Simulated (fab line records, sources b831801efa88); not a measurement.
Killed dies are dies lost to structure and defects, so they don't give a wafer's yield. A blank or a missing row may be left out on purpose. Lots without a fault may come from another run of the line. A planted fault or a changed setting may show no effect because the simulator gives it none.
Which tool did it? | flow gf180mcu | 13 lots, 38 wafers sampled, at 5 steps of a route of 602

WHAT THE GAUGES READ, wafer by wafer
GF_HV_LDD_CD_MEAS_07: target cd 400 nm.
lot  | measured     | on        | cd_nm (nm)
L156 | day 9 20:20  | cd_sem-01 | 402.2 401.1 402.1
L157 | day 10 01:43 | cd_sem-01 | 402.7 400.6 400.3
L159 | day 10 23:19 | cd_sem-02 | 404.0 401.7 403.3
L160 | day 11 04:20 | cd_sem-01 | 396.5 398.0 396.8
L161 | day 11 10:48 | cd_sem-01 | 398.9 400.0 398.8
L163 | day 12 02:47 | cd_sem-01 | 393.8 395.3 392.9
L164 | day 12 18:46 | cd_sem-02 | 399.1 399.0
L166 | day 13 15:58 | cd_sem-02 | 397.4 397.9 398.8
L173 | day 15 05:44 | cd_sem-02 | 402.5 398.1 398.0
L175 | day 15 20:16 | cd_sem-01 | 400.7 402.5 401.5
L176 | day 16 05:01 | cd_sem-01 | 403.7 401.1 402.0
L177 | day 16 14:45 | cd_sem-01 | 398.4 398.2 398.7
L179 | day 17 05:34 | cd_sem-02 | 404.8 405.1 403.6

GF_PSD_OVL_MEAS_08.
lot  | measured     | on         | PSD_OVL (nm)
L156 | day 14 01:14 | overlay-02 | 0.1 0.7 0.3
L157 | day 14 06:30 | overlay-02 | 0.7 -2.1 1.5
L159 | day 15 08:07 | overlay-01 | 0.2 -0.8 0.2
L160 | day 15 12:57 | overlay-02 | -1.5 -0.3 -0.5
L161 | day 15 21:32 | overlay-02 | -2.5 -0.4 -1.0
L163 | day 16 16:18 | overlay-01 | -1.0 -1.5 -2.4
L164 | day 17 09:43 | overlay-02 | -1.5 0.3
L166 | day 18 10:05 | overlay-01 | -0.4 -3.5 1.1
L173 | day 20 06:04 | overlay-01 | -2.6 -1.8 -3.5
L175 | day 20 22:29 | overlay-02 | 0.0 2.2 0.7
L176 | day 21 07:55 | overlay-02 | -1.7 0.4 -0.7
L177 | day 21 19:55 | overlay-01 | -1.5 -2.4 -2.9
L179 | day 22 08:33 | overlay-02 | 1.9 -1.2 -0.4

GF_SALICIDE_RS_MEAS_04: measures by four-point-probe.
lot  | measured     | on            | SALICIDE_TIN_RS (ohm/sq)
L156 | day 14 23:04 | film_metro-01 | 15.76 16.01 16.02
L157 | day 15 05:13 | film_metro-01 | 16.69 16.56 16.51
L159 | day 16 06:55 | film_metro-02 | 16.64 16.46 16.09
L160 | day 16 11:53 | film_metro-04 | 16.44 15.92 16.02
L161 | day 16 20:10 | film_metro-01 | 16.54 16.07 16.44
L163 | day 17 16:20 | film_metro-02 | 16.46 16.53 16.84
L164 | day 18 10:12 | film_metro-02 | 16.44 13.90
L166 | day 19 11:49 | film_metro-04 | 16.28 16.24 13.78
L173 | day 21 07:11 | film_metro-04 | 16.32 15.69 16.04
L175 | day 21 23:53 | film_metro-02 | 16.42 16.38 16.38
L176 | day 22 08:49 | film_metro-02 | 16.36 16.15 16.37
L177 | day 22 20:11 | film_metro-04 | 16.21 16.21 16.17
L179 | day 23 08:05 | film_metro-01 | 16.49 15.98 15.88

GF_SALICIDE_THK_MEAS_05: measures by xrf.
lot  | measured     | on            | SALICIDE_TIN_THK (nm)
L156 | day 14 23:11 | film_metro-01 | 20.27 19.97 20.17
L157 | day 15 05:20 | film_metro-01 | 20.21 20.10 20.21
L159 | day 16 07:02 | film_metro-02 | 19.90 19.85 20.05
L160 | day 16 11:59 | film_metro-04 | 20.38 20.38 20.56
L161 | day 16 20:17 | film_metro-01 | 19.83 20.00 19.84
L163 | day 17 16:25 | film_metro-02 | 20.14 20.32 20.06
L164 | day 18 10:19 | film_metro-02 | 20.04 29.83
L166 | day 19 11:55 | film_metro-04 | 19.48 19.69 29.32
L173 | day 21 07:17 | film_metro-04 | 19.40 20.02 19.88
L175 | day 22 00:01 | film_metro-02 | 20.02 20.01 20.00
L176 | day 22 08:56 | film_metro-02 | 20.57 20.04 20.35
L177 | day 22 20:19 | film_metro-04 | 19.94 19.81 20.14
L179 | day 23 08:11 | film_metro-01 | 20.39 20.17 20.33

WHICH TOOL RAN EACH LOT (tool, then ch and the chambers of the sampled wafers, then the start)
lot  | GF_SALICIDE_SPUTTER_03
L156 | pvd_sputter-01, day 14 23:01
L157 | pvd_sputter-01, day 15 05:11
L159 | pvd_sputter-01, day 16 06:53
L160 | pvd_sputter-03, day 16 11:50
L161 | pvd_sputter-03, day 16 20:08
L163 | pvd_sputter-02, day 17 16:14
L164 | pvd_sputter-01, day 18 10:09
L166 | pvd_sputter-01, day 19 11:46
L173 | pvd_sputter-03, day 21 07:08
L175 | pvd_sputter-01, day 21 23:52
L176 | pvd_sputter-01, day 22 08:47
L177 | pvd_sputter-01, day 22 20:10
L179 | pvd_sputter-01, day 23 08:01
- GF_SALICIDE_SPUTTER_03: material TiN, target thk 20 nm, time 16.7 s.

WHAT THE TOOLS THEMSELVES READ (means of the sampled wafers that have a number; where no wafer has one, the mark that the record gives instead)
GF_SALICIDE_SPUTTER_03.
lot  | tool           | cathode_dc_power_W (W) | throttle_valve_pct (%)
L156 | pvd_sputter-01 | 6499.9                 | 28.9
L157 | pvd_sputter-01 | 6500.0                 | 29.7
L159 | pvd_sputter-01 | 6499.5                 | 28.8
L160 | pvd_sputter-03 | 6501.4                 | 29.4
L161 | pvd_sputter-03 | 6500.0                 | 29.1
L163 | pvd_sputter-02 | 6500.1                 | 29.4
L164 | pvd_sputter-01 | 6499.7                 | 29.5
L166 | pvd_sputter-01 | 6500.5                 | 28.2
L173 | pvd_sputter-03 | 6499.1                 | 29.1
L175 | pvd_sputter-01 | 6500.6                 | 29.3
L176 | pvd_sputter-01 | 6499.6                 | 29.1
L177 | pvd_sputter-01 | 6500.5                 | 28.5
L179 | pvd_sputter-01 | 6500.4                 | 29.3

THE ANSWER, worked out from the rows above alone
Rule: what is usual is taken from the lots themselves. Put in order of their means at a reading, lots are off if they are a third of the lots or fewer, leave a main group of 4 or more, and stand apart from it by a gap of 3 or more times the standard deviation of the main group's means; of several such gaps the widest counts. A main group whose means are all the same, to the digits that the tables above print for the reading, isn't used. A lot without any number at a reading at which 4 lots or more have one is off too. The other lots that the step has rows for count as sound. The gauges are gone through in route order, then the tools' own readings, and for those a lot's mean is taken as printed above. The first step at which some lot is off is used, and at that step the reading that is off furthest; a lot without a number counts as furthest.
Off: L164, L166, at GF_SALICIDE_THK_MEAS_05 (SALICIDE_TIN_THK). The main group: mean 20.10 nm, standard deviation 0.2.
A tool fits if, at a process step before that reading, it ran every lot that is off, and no sound lot after the first of them. The gauges at GF_SALICIDE_THK_MEAS_05 are tried like those tools. None of those tried fits.

WHAT THE SIMULATOR HAD PUT IN
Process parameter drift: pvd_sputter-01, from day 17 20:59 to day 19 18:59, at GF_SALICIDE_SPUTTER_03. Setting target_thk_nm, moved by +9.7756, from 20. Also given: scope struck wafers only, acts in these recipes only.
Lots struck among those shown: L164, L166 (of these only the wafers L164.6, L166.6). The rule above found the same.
